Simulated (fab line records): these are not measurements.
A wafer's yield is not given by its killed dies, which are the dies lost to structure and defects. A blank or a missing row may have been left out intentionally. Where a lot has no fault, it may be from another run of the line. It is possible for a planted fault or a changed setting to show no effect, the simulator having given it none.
fab line records + flow sky130
[record]
- lots = 11
- wafers = 33
- lastDay = 50
route steps=708 shown POLY_CUT@319 SD_N@356 LI_CONTACT@368
lots that met no fault: from a run of the same line without faults
startH: hours from the record's opening day to when the first of the lot's shown wafers began + waitH: hours since the lot's step before + " same as the row above + L1.1+2: one row covering several wafers at once + - no value present, or no start provided + * or withheld: withheld + < > ~ a bound
route shown NAME@n: NAME is a module with steps in the file, n the number in the route of the first one + usual: the fault-free wafers' mean and standard deviation + same: alike in all rows + chamber/n: place in a boat + sites: readings site by site + _std_site: standard deviation across them + _edge_site: inner sites' mean taken away from outer sites' mean + radiusMm: for every site, how far away it sits from the centre of the wafer + mask NAME#n: copy n + behind: the most recent tool/chamber to have shaped the wafer + hold: why the lot went on hold/how many hours it stayed there/how the hold came to an end + device: the n, p or np transistor that did not switch + end of line: tests run on the same wafers once the route is complete + a step given without rows: its recipe and nothing more + killed: count of dies lost to structure and defects at first sort (not the wafer's yield) + map: dies across one wafer; x = killed, . = not, _ = none there
set.NAME: the setting the step ran with; set.NAME@STEP: the setting that earlier step ran with + model.NAME: the simulator's own value behind a step, which no gauge read
the route's steps for a sample of lots (tables are steps, rows are wafers)
services: the hour from which a tool's chamber was out of use, counted from the record's first day as startH (under 0 if before that day), plus the number of hours and why
[[steps]]
[step SKY_POLY_CUT_STRIP_12]
[recipe]
- chemistry = O2/N2
- powerW = 1400
- pressureMtorr = 1500
- platenTempC = withheld
- o2FlowSccm = 3000
- n2FlowSccm = 300
- overashFraction = 0.5
[usual]
- drypumpMotorCurrentA = 5.7/0.38
- oesProductAu = 0.452/0.005
- stripTimeToEndpointS = 5.357/0.017
| lot.wafer | tool           | chamber | startH | waitH | drypumpMotorCurrentA | oesProductAu | rfHoursCounterH | stripTimeToEndpointS |
|-----------|----------------|---------|--------|-------|----------------------|--------------|-----------------|----------------------|
| L747.2    | plasmaAsher-04 | 0       | 563.43 | 0.0   | 6.1                  | 0.458        | 75              | 5.373                |
| L747.3    | "              | 0       | "      | "     | 6.1                  | 0.443        | -               | 5.387                |
| L747.6    | "              | 0       | "      | "     | 6.1                  | 0.459        | -               | 5.392                |
| L751.2    | plasmaAsher-01 | 0       | 604.44 | 0.0   | 6.0                  | 0.451        | 46              | 5.372                |
| L751.3    | "              | 1       | "      | "     | 5.5                  | 0.450        | -               | 5.380                |
| L751.6    | "              | 0       | "      | "     | 6.0                  | 0.457        | -               | 5.336                |
| L753.1    | plasmaAsher-03 | 0       | 628.93 | 0.0   | 6.1                  | 0.453        | 20              | 5.336                |
| L753.4    | "              | 1       | "      | "     | 5.8                  | 0.454        | -               | 5.351                |
| L753.5    | "              | 0       | "      | "     | 6.1                  | 0.452        | -               | 5.353                |
| L755.1    | plasmaAsher-01 | 0       | 657.69 | 0.0   | 5.9                  | 0.449        | 51              | 5.378                |
| L755.2    | "              | 1       | "      | "     | 5.5                  | 0.445        | 51              | 5.356                |
| L755.3    | "              | 0       | "      | "     | 6.0                  | 0.451        | -               | 5.369                |
| L758.3    | plasmaAsher-03 | 0       | 676.01 | 0.1   | 6.1                  | 0.455        | -               | 5.361                |
| L758.4    | "              | 1       | "      | "     | 5.8                  | 0.455        | -               | 5.381                |
| L758.6    | "              | 1       | "      | "     | 5.8                  | 0.457        | -               | 5.372                |
| L760.2    | plasmaAsher-01 | 0       | 685.89 | 0.0   | 6.0                  | 0.449        | 54              | 5.347                |
| L760.4    | "              | 1       | "      | "     | 5.4                  | 0.453        | -               | 5.364                |
| L760.5    | "              | 1       | "      | "     | 5.5                  | 0.445        | -               | 5.337                |
| L761.1    | plasmaAsher-01 | 0       | 690.12 | 0.0   | 5.9                  | 0.446        | 54              | 5.326                |
| L761.3    | "              | 0       | "      | "     | 6.0                  | 0.453        | -               | 5.344                |
| L761.6    | "              | 0       | "      | "     | 6.0                  | 0.457        | -               | 5.362                |
| L763.2    | plasmaAsher-03 | 0       | 701.38 | 0.0   | 6.1                  | 0.448        | 27              | 5.370                |
| L763.4    | "              | 1       | "      | "     | 5.8                  | 0.455        | -               | 5.371                |
| L763.6    | "              | 0       | "      | "     | 6.0                  | 0.461        | -               | 5.364                |
| L766.4    | plasmaAsher-01 | 0       | 725.01 | 0.1   | 6.0                  | 0.456        | -               | 5.358                |
| L766.5    | "              | 0       | "      | "     | 6.0                  | 0.449        | -               | 5.363                |
| L766.6    | "              | 1       | "      | "     | 5.5                  | 0.448        | -               | 5.346                |
| L769.4    | plasmaAsher-03 | 0       | 749.24 | 0.1   | 6.1                  | 0.447        | -               | 5.345                |
| L769.5    | "              | 1       | "      | "     | 5.9                  | 0.454        | -               | 5.343                |
| L769.6    | "              | 0       | "      | "     | 6.0                  | 0.452        | -               | 5.345                |
| L770.1    | plasmaAsher-01 | 0       | 753.93 | 0.0   | 6.0                  | 0.452        | 61              | 5.370                |
| L770.4    | "              | 0       | "      | "     | 6.0                  | 0.454        | -               | 5.343                |
| L770.5    | "              | 1       | "      | "     | 5.5                  | 0.445        | -               | 5.362                |
[step SKY_SD_N_RTA_14]
[recipe]
- tempC = 1075
- timeS = 2
- idleTempC = 650
- rampUpCPerS = 150
- rampDownCPerS = 90
- ambient = N2
[usual]
- lampPowerPct = 15.73/0.054
- wafer_temp_C_max = 1078.1/1.3
| lot.wafer | tool         | chamber | startH | waitH | lampPowerPct | wafer_temp_C_max |
|-----------|--------------|---------|--------|-------|--------------|------------------|
| L747.2    | rtpAnneal-01 | 0       | 654.21 | 0.0   | 15.67        | 1077.7           |
| L747.3    | "            | 0       | "      | "     | 15.66        | 1079.1           |
| L747.6    | "            | 0       | "      | "     | 15.78        | 1077.3           |
| L751.2    | rtpAnneal-01 | 0       | 691.65 | 0.0   | 15.78        | 1078.0           |
| L751.3    | "            | 0       | "      | "     | 15.84        | 1077.6           |
| L751.6    | "            | 0       | "      | "     | 15.70        | 1079.2           |
| L753.1    | rtpAnneal-01 | 0       | 716.63 | 0.0   | 15.74        | 1077.1           |
| L753.4    | "            | 0       | "      | "     | 15.68        | 1079.5           |
| L753.5    | "            | 0       | "      | "     | 15.78        | 1078.0           |
| L755.1    | rtpAnneal-01 | 0       | 744.23 | 0.0   | 15.67        | 1077.2           |
| L755.2    | "            | 0       | "      | "     | 15.77        | 1079.5           |
| L755.3    | "            | 0       | "      | "     | 15.71        | 1077.9           |
| L758.3    | rtpAnneal-01 | 0       | 760.15 | 0.0   | 15.77        | 1078.1           |
| L758.4    | "            | 0       | "      | "     | 15.69        | 1077.9           |
| L758.6    | "            | 0       | "      | "     | 15.73        | 1080.1           |
| L760.2    | rtpAnneal-02 | 0       | 771.04 | 0.0   | 15.76        | 1076.7           |
| L760.4    | "            | 0       | "      | "     | 15.75        | 1077.0           |
| L760.5    | "            | 0       | "      | "     | 15.77        | 1077.4           |
| L761.1    | rtpAnneal-01 | 0       | 773.41 | 0.0   | 15.68        | 1078.6           |
| L761.3    | "            | 0       | "      | "     | 15.70        | 1074.8           |
| L761.6    | "            | 0       | "      | "     | 15.72        | 1078.7           |
| L763.2    | rtpAnneal-01 | 0       | 785.55 | 0.0   | 15.71        | 1077.4           |
| L763.4    | "            | 0       | "      | "     | 15.70        | 1076.0           |
| L763.6    | "            | 0       | "      | "     | 15.64        | 1078.9           |
| L766.4    | rtpAnneal-02 | 0       | 806.89 | 0.0   | 15.68        | 1077.9           |
| L766.5    | "            | 0       | "      | "     | 15.76        | 1077.5           |
| L766.6    | "            | 0       | "      | "     | 15.70        | 1076.6           |
| L769.4    | rtpAnneal-01 | 0       | 835.26 | 0.0   | 15.70        | 1075.4           |
| L769.5    | "            | 0       | "      | "     | 15.81        | 1081.2           |
| L769.6    | "            | 0       | "      | "     | 15.80        | 1077.7           |
| L770.1    | rtpAnneal-02 | 0       | 835.54 | 0.0   | 15.75        | 1078.1           |
| L770.4    | "            | 0       | "      | "     | 15.69        | 1079.6           |
| L770.5    | "            | 0       | "      | "     | 15.72        | 1078.4           |
[step SKY_LI_CONTACT_COAT_06]
[recipe]
- resist = BARC
- tempC = withheld
- timeS = withheld
- spinRpm = 3000
- resistThkNm = 60
| lot.wafer  | tool          | chamber | startH | waitH |
|------------|---------------|---------|--------|-------|
| L747.2+3+6 | lithoTrack-01 | 0       | 669.52 | 0.1   |
| L751.2+3+6 | lithoTrack-02 | 0       | 706.57 | 0.1   |
| L753.1+4+5 | lithoTrack-01 | 0       | 730.64 | 0.1   |
| L755.1+2+3 | lithoTrack-01 | 0       | 758.79 | 0.1   |
| L758.3+4+6 | lithoTrack-01 | 0       | 774.39 | 0.1   |
| L760.2+4+5 | lithoTrack-01 | 0       | 785.42 | 0.1   |
| L761.1+3+6 | lithoTrack-03 | 0       | 787.42 | 0.1   |
| L763.2+4+6 | lithoTrack-02 | 0       | 800.02 | 0.1   |
| L766.4+5+6 | lithoTrack-03 | 0       | 820.95 | 0.1   |
| L769.4+5+6 | lithoTrack-03 | 0       | 848.85 | 0.1   |
| L770.1+4+5 | lithoTrack-02 | 0       | 849.20 | 0.1   |
[step SKY_LI_CONTACT_ETCH_14]
[recipe]
- chemistry = N2/H2
- target = BARC
- ionEnergyEv = 200
- sourceW = 500
- biasW = 100
- pressureMtorr = 30
- n2FlowSccm = 100
- h2FlowSccm = 200
- stopOn = SiO2
- timeS = 45.9
- targetDepthA = 600
[usual]
- drypumpMotorCurrentA = 5.6/0.44
- h2FlowSccm = 200.1/0.66
- oesProductAu = 0.855/0.0046
- throttleValvePct = 13.224/0.0092
| lot.wafer | tool       | chamber | startH | waitH | drypumpMotorCurrentA | h2FlowSccm | oesProductAu | rfHoursCounterH | throttleValvePct |
|-----------|------------|---------|--------|-------|----------------------|------------|--------------|-----------------|------------------|
| L747.2    | rieDiel-02 | 0       | 683.75 | 0.0   | 5.1                  | 199.5      | 0.859        | 1               | 13.235           |
| L747.3    | "          | 2       | "      | "     | 5.1                  | 201.1      | 0.853        | 3               | 13.209           |
| L747.6    | "          | 0       | "      | "     | 5.2                  | 199.3      | 0.855        | -               | 13.228           |
| L751.2    | rieDiel-02 | 1       | 720.85 | 0.0   | 6.1                  | 200.1      | 0.849        | 14              | 13.224           |
| L751.3    | "          | 0       | "      | "     | 5.2                  | 200.4      | 0.859        | 1               | 13.229           |
| L751.6    | "          | 1       | "      | "     | 6.1                  | 201.2      | 0.857        | -               | 13.245           |
| L753.1    | rieDiel-02 | 3       | 745.68 | 0.0   | 5.3                  | 199.9      | 0.860        | 34              | 13.223           |
| L753.4    | "          | 0       | "      | "     | 5.1                  | 200.9      | 0.860        | 2               | 13.219           |
| L753.5    | "          | 2       | "      | "     | 5.1                  | 200.7      | 0.860        | -               | 13.211           |
| L755.1    | rieDiel-01 | 3       | 773.20 | 0.0   | 5.1                  | 200.4      | 0.855        | 4               | 13.223           |
| L755.2    | "          | 1       | "      | "     | 6.2                  | 199.3      | 0.857        | 12              | 13.228           |
| L755.3    | "          | 0       | "      | "     | 6.1                  | 199.7      | 0.857        | 8               | 13.240           |
| L758.3    | rieDiel-02 | 0       | 788.15 | 0.0   | 5.1                  | 200.0      | 0.896        | 3               | 13.217           |
| L758.4    | "          | 2       | "      | "     | 5.1                  | 200.1      | 0.903        | -               | 13.242           |
| L758.6    | "          | 1       | "      | "     | 6.1                  | 199.0      | 0.895        | -               | 13.230           |
| L760.2    | rieDiel-04 | 1       | 798.85 | 0.0   | 6.1                  | 200.1      | 0.894        | 8               | 13.226           |
| L760.4    | "          | 0       | "      | "     | 5.3                  | 198.5      | 0.895        | 9               | 13.226           |
| L760.5    | "          | 2       | "      | "     | 5.7                  | 200.8      | 0.889        | -               | 13.232           |
| L761.1    | rieDiel-04 | 3       | 801.65 | 0.0   | 5.6                  | 200.1      | 0.860        | 4               | 13.233           |
| L761.3    | "          | 0       | "      | "     | 5.3                  | 199.9      | 0.856        | 9               | 13.232           |
| L761.6    | "          | 0       | "      | "     | 5.3                  | 198.7      | 0.856        | -               | 13.221           |
| L763.2    | rieDiel-01 | 2       | 813.85 | 0.0   | 5.8                  | 200.2      | 0.857        | 12              | 13.227           |
| L763.4    | "          | 3       | "      | "     | 5.1                  | 200.3      | 0.856        | 5               | 13.229           |
| L763.6    | "          | 3       | "      | "     | 5.0                  | 199.5      | 0.850        | -               | 13.230           |
| L766.4    | rieDiel-01 | 2       | 834.80 | 0.0   | 5.8                  | 200.2      | 0.861        | 13              | 13.231           |
| L766.5    | "          | 1       | "      | "     | 6.2                  | 198.9      | 0.856        | -               | 13.234           |
| L766.6    | "          | 2       | "      | "     | 5.8                  | 199.9      | 0.854        | -               | 13.238           |
| L769.4    | rieDiel-01 | 1       | 862.85 | 0.0   | 6.2                  | 200.8      | 0.846        | 15              | 13.211           |
| L769.5    | "          | 0       | "      | "     | 6.1                  | 199.2      | 0.856        | -               | 13.232           |
| L769.6    | "          | 1       | "      | "     | 6.2                  | 201.6      | 0.857        | -               | 13.231           |
| L770.1    | rieDiel-02 | 2       | 863.13 | 0.0   | 5.1                  | 198.7      | 0.850        | 7               | 13.217           |
| L770.4    | "          | 1       | "      | "     | 6.1                  | 200.1      | 0.856        | 18              | 13.214           |
| L770.5    | "          | 1       | "      | "     | 6.1                  | 199.7      | 0.848        | -               | 13.229           |
[step SKY_LI_CONTACT_CMP_24]
[recipe]
- stopOn = PSG
- tOverpolishS = 20
- downForcePsi = 3.5
- platenRpm = 60
- targetThkNm = 0
- padVelocityMS = 0.94248
[usual]
- edgeZonePressureFrac = 1.000/0.0053
- motorCurrentA = 11.0/0.92
- overpolishRunS = 20.001/0.0096
- retainingRingPressureFrac = 1.000/0.0046
- timeToEndpointS = 95/4
| lot.wafer | tool   | chamber | startH | waitH | edgeZonePressureFrac | motorCurrentA | overpolishRunS | retainingRingPressureFrac | timeToEndpointS |
|-----------|--------|---------|--------|-------|----------------------|---------------|----------------|---------------------------|-----------------|
| L747.2    | cmp-02 | 2       | 684.72 | 0.1   | 0.999                | 10.8          | 19.984         | 0.996                     | 95              |
| L747.3    | "      | 3       | "      | "     | 0.999                | 10.7          | 20.002         | 0.997                     | 104             |
| L747.6    | "      | 0       | "      | "     | 1.001                | 10.0          | 19.998         | 0.997                     | 99              |
| L751.2    | cmp-02 | 1       | 721.76 | 0.1   | 0.996                | 12.0          | 20.017         | 1.001                     | 100             |
| L751.3    | "      | 3       | "      | "     | 1.006                | 11.4          | 20.026         | 0.996                     | 99              |
| L751.6    | "      | 0       | "      | "     | 1.002                | 9.8           | 20.009         | 1.007                     | 101             |
| L753.4    | cmp-01 | 2       | 746.59 | 0.1   | 0.998                | 11.6          | 19.998         | 0.995                     | 92              |
| L753.1    | "      | 0       | "      | "     | 1.003                | 12.8          | 19.988         | 1.008                     | 96              |
| L753.5    | "      | 2       | "      | "     | 1.004                | 12.0          | 19.992         | 1.001                     | 92              |
| L755.3    | cmp-01 | 3       | 774.09 | 0.0   | 1.002                | 10.5          | 19.993         | 0.999                     | 92              |
| L755.2    | "      | 0       | "      | "     | 1.006                | 12.4          | 20.006         | 1.008                     | 96              |
| L755.1    | "      | 1       | "      | "     | 0.995                | 9.8           | 19.992         | 0.997                     | 91              |
| L758.3    | cmp-02 | 3       | 789.01 | 0.0   | 0.998                | 10.1          | 20.016         | 1.006                     | 101             |
| L758.4    | "      | 0       | "      | "     | 0.998                | 10.0          | 19.996         | 1.006                     | 96              |
| L758.6    | "      | 0       | "      | "     | 0.996                | 9.6           | 19.988         | 1.004                     | 98              |
| L760.4    | cmp-01 | 1       | 799.83 | 0.1   | 1.009                | 9.9           | 20.014         | 0.996                     | 96              |
| L760.2    | "      | 2       | "      | "     | 0.997                | 12.1          | 20.004         | 0.996                     | 91              |
| L760.5    | "      | 0       | "      | "     | 1.001                | 12.4          | 20.000         | 0.995                     | 95              |
| L761.1    | cmp-01 | 2       | 802.58 | 0.1   | 1.003                | 11.9          | 19.989         | 0.995                     | 89              |
| L761.3    | "      | 3       | "      | "     | 1.001                | 10.7          | 20.012         | 1.010                     | 92              |
| L761.6    | "      | 2       | "      | "     | 1.001                | 12.3          | 19.992         | 0.997                     | 86              |
| L763.2    | cmp-01 | 2       | 814.99 | 0.1   | 1.003                | 11.7          | 20.003         | 0.996                     | 90              |
| L763.4    | "      | 3       | "      | "     | 1.002                | 10.7          | 19.995         | 0.997                     | 89              |
| L763.6    | "      | 1       | "      | "     | 0.991                | 10.2          | 20.002         | 1.000                     | 95              |
| L766.4    | cmp-02 | 3       | 835.71 | 0.1   | 1.000                | 10.8          | 20.003         | 1.003                     | 96              |
| L766.6    | "      | 2       | "      | "     | 0.994                | 10.5          | 20.003         | 1.000                     | 87              |
| L766.5    | "      | 3       | "      | "     | 0.994                | 10.6          | 20.003         | 1.009                     | 94              |
| L769.4    | cmp-02 | 2       | 863.75 | 0.0   | 1.003                | 10.5          | 20.017         | 1.000                     | 84              |
| L769.6    | "      | 2       | "      | "     | 1.007                | 10.6          | 19.995         | 1.004                     | 88              |
| L769.5    | "      | 3       | "      | "     | 1.001                | 10.4          | 20.001         | 0.996                     | 99              |
| L770.4    | cmp-02 | 2       | 864.05 | 0.1   | 0.999                | 10.4          | 19.990         | 0.994                     | 89              |
| L770.1    | "      | 3       | "      | "     | 1.003                | 10.4          | 19.987         | 1.008                     | 96              |
| L770.5    | "      | 2       | "      | "     | 1.004                | 10.2          | 20.011         | 0.995                     | 92              |
[[services]]
| tool           | chamber | startH | hours | kind   |
|----------------|---------|--------|-------|--------|
| cmp-02         | -       | 555.13 | 1.7   | repair |
| rieDiel-01     | 1       | 560.80 | 3.6   | repair |
| cmp-02         | -       | 566.61 | 12.5  | pm     |
| cmp-01         | -       | 579.49 | 4.0   | pm     |
| cmp-02         | -       | 582.37 | 0.8   | repair |
| cmp-02         | -       | 586.25 | 1.5   | repair |
| cmp-01         | -       | 590.89 | 0.4   | repair |
| plasmaAsher-01 | -       | 642.55 | 2.3   | repair |
| plasmaAsher-03 | -       | 658.05 | 1.7   | repair |
| cmp-01         | -       | 668.98 | 0.3   | repair |
| rieDiel-01     | 0       | 676.67 | 6.6   | repair |
| rieDiel-01     | 3       | 684.43 | 9.5   | repair |
| plasmaAsher-01 | -       | 692.92 | 4.6   | repair |
| cmp-02         | -       | 715.18 | 0.3   | repair |
| rieDiel-01     | 1       | 728.51 | 5.6   | repair |
| plasmaAsher-03 | -       | 743.86 | 1.3   | repair |
| cmp-02         | -       | 744.08 | 4.0   | pm     |
| cmp-02         | -       | 748.08 | 4.9   | pm     |
| rieDiel-01     | -       | 758.15 | 14.6  | pm     |
| rieDiel-02     | 3       | 775.90 | 12.9  | repair |
| plasmaAsher-01 | -       | 781.18 | 3.2   | repair |
| plasmaAsher-01 | -       | 786.86 | 2.8   | pm     |
| cmp-02         | -       | 814.68 | 1.3   | repair |
| rieDiel-01     | 2       | 814.95 | 5.2   | repair |
[[key]]
[firstSign]
- step = SKY_LI_CONTACT_ETCH_14
- reading = oesProductAu
- direction = up
- sigmas = 8.8
- usual = 0.855
- struck = 0.896
effect none on later readings
metAt SKY_LI_CONTACT_COAT_06
struckLots L758,L760
testerLeftOut L758,L760
notActingAt SKY_POLY_CUT_STRIP_12,SKY_SD_N_RTA_14,SKY_LI_CONTACT_CMP_24
onsetBetween 758.79 774.39
[fault]
- kind = processParameterDrift
- tool = lithoTrack-01
- chamber = -
- onsetH = 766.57
- steps = SKY_LI_CONTACT_COAT_06
- channel = resistThkNm
- offset = 4.5699
- shape = step
- endH = 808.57
- actsIn = theseRecipesOnly
- stated = 60
// testerLeftOut: of these lots the tester's yield and bins aren't shown, on N5 and GAA mostly nor the transistor test; their killed dies are dies lost to structure and defects alone, not to doping, threshold or leakage, so they don't give the yield
